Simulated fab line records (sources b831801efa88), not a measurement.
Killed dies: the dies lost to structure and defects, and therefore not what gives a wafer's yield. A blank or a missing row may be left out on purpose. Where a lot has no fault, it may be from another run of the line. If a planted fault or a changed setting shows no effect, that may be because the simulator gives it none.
Matching of chambers | flow gf180mcu | GF_V4_CVD_02 on pecvd-04: 3 sister chambers
The step deposits SiO2 from TEOS, target thk 850 nm, time 94.851 s. 3 wafers are shown with their chamber, then 7 later ones without.

EACH WAFER AND ITS CHAMBER
wafer  | chamber | heater_power_w (W)
L674.4 | 2       | 697
L676.2 | 1       | 567
L676.4 | 0       | 548

WAFERS WITH NO CHAMBER GIVEN
wafer  | heater_power_w (W)
L676.5 | 715
L677.2 | 632
L677.3 | 662
L677.4 | 611
L678.2 | 638
L678.5 | 671
L678.6 | 778

CHAMBER TAKEN BY EACH
wafer  | from the rows above          | in truth
L676.5 | 2                            | 2
L677.2 | can't be placed: 1 or 2 or 0 | 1
L677.3 | can't be placed: 2 or 1 or 0 | 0
L677.4 | can't be placed: 1 or 0 or 2 | 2
L678.2 | can't be placed: 2 or 1 or 0 | 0
L678.5 | can't be placed: 2 or 1 or 0 | 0
L678.6 | 2                            | 2
Placed correctly: 2 of 7. Cannot be placed on the basis of these rows: 5; the candidates contain the true chamber in 5. 0 placed wrongly.
How it was worked out, from the rows above alone: a wafer's distance from a chamber is the root of the sum, over the readings, of the square of ((its reading less the chamber's mean) divided by the reading's scatter). If the next closest chamber is less than 2 further off than the closest, the wafer can't be placed; otherwise it belongs to the closest. For every chamber, the mean is computed from those of its wafers that are shown. The scatter (one wafer shown for each chamber): square how far every hidden wafer sits from the nearest shown wafer, average those squares and take the square root.
